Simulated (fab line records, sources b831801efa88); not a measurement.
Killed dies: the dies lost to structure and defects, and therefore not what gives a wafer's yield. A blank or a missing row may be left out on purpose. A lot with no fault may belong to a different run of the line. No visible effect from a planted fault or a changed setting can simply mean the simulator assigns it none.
Struck lot and sound lot, side by side + flow gf180mcu + 19 steps out of a route of 602
Sound: the wafers L750.1, L750.3, L750.6. Struck: wafers L746.2, L746.5, L746.6. At the end, the cause is stated.
Each step with rows lists, per side, the tool, then ch with its chambers, then its first start. Under that, the readings that differ: sound wafers + struck wafers + difference of the means + sigmas: that difference in standard deviations of wafers without a fault.
alike: readings whose means differ by less than 2 such deviations, and words and numbers that are the same on both sides. not compared: withheld readings, readings that some wafer has no value for, bounds like >300 that may hide the same value, and numbers for which the record gives no deviation and whose values overlap.
A row with sigmas, a row that says differs or no value, or rows on one side alone: a step with any of these is where the two part. Numbers that don't overlap but have no deviation are shown without sigmas and don't part them. A reading that every wafer of one side lacks parts them only if that side has two wafers or more.

first, 3 steps without rows for these wafers: GF_HV_LDD_EXPOSE_04 (exposes mask Nplus LV AREA, target cd 400 nm); GF_HV_LDD_PEB_05; GF_HV_LDD_DEVELOP_06 (develop time 60 s).
GF_HV_LDD_CD_MEAS_07 targets a cd of 400 nm.
  sound on cd_sem-02, day 14 23:00; struck on cd_sem-02, day 13 18:44
| reading    | sound             | struck            | difference | sigmas |
|------------|-------------------|-------------------|------------|--------|
| cd_nm (nm) | 400.9 403.2 402.4 | 398.2 399.3 396.8 | -4.1       | -2     |
GF_HV_LDD_OVL_MEAS_08:
  sound on overlay-02, day 14 23:07; struck on overlay-01, day 13 18:51
  alike: HV_LDD_OVL
after that, 1 step had no rows for these wafers: GF_HV_LDD_IMPLANT_09.
GF_HV_LDD_STRIP_10: strips in O2/N2.
  sound on plasma_asher-02 ch 0,1, day 14 23:18; struck on plasma_asher-03 ch 0,1, day 13 19:02
  alike: drypump_motor_current_A, heater_power_w, oes_product_au, strip_time_to_endpoint_s
  not compared: rf_hours_counter_h
GF_HV_LDD_TW_MEAS_11:
  sound on film_metro-03, day 14 23:24; struck on film_metro-03, day 13 19:08
  alike: HV_LDD_TW
then, 4 steps without rows for these wafers: GF_HV_LDD_DEHYDRATE_12 (time 60 s); GF_HV_LDD_HMDS_13 (prime time 60 s); GF_HV_LDD_COAT_14 (resist thk 1000 nm); GF_HV_LDD_SOFTBAKE_15 (time 60 s).
GF_HV_LDD_EXPOSE_16: exposes mask Pplus LV AREA, target cd 400 nm.
  sound on iline_stepper-02 ch 0, day 15 10:14; struck on iline_stepper-01 ch 0, day 14 04:56
| reading                        | sound                | struck               | difference | sigmas |
|--------------------------------|----------------------|----------------------|------------|--------|
| model.HV_LDD.overlay_x_nm (nm) | 0.6828 0.6828 0.6828 | -99.54 -99.54 -99.54 | -100.22    |        |
  alike: mask
then, 2 steps without rows for these wafers: GF_HV_LDD_PEB_17; GF_HV_LDD_DEVELOP_18 (develop time 60 s).
GF_HV_LDD_CD_MEAS_19 targets a cd of 400 nm.
  sound on cd_sem-01, day 15 20:25; struck on cd_sem-02, day 14 15:04
  alike: cd_nm
GF_HV_LDD_OVL_MEAS_20:
  sound on overlay-02, day 15 20:32; struck on overlay-02, day 14 15:10
| reading            | sound         | struck             | difference | sigmas |
|--------------------|---------------|--------------------|------------|--------|
| HV_LDD_01_OVL (nm) | -0.9 0.8 -1.3 | -100.9 -97.9 -97.6 | -98.3      | -70    |
after that, 1 step had no rows for these wafers: GF_HV_LDD_IMPLANT_21.
GF_PASSIVATION_PROBE_99:
  the record holds rows for the sound wafers here (prober-02, day 33 14:38) but none for the struck ones

== WHERE THEY PART ==
Earliest at GF_HV_LDD_CD_MEAS_07; latest, in this record, at GF_PASSIVATION_PROBE_99.

WHY: what had been put in by the simulator
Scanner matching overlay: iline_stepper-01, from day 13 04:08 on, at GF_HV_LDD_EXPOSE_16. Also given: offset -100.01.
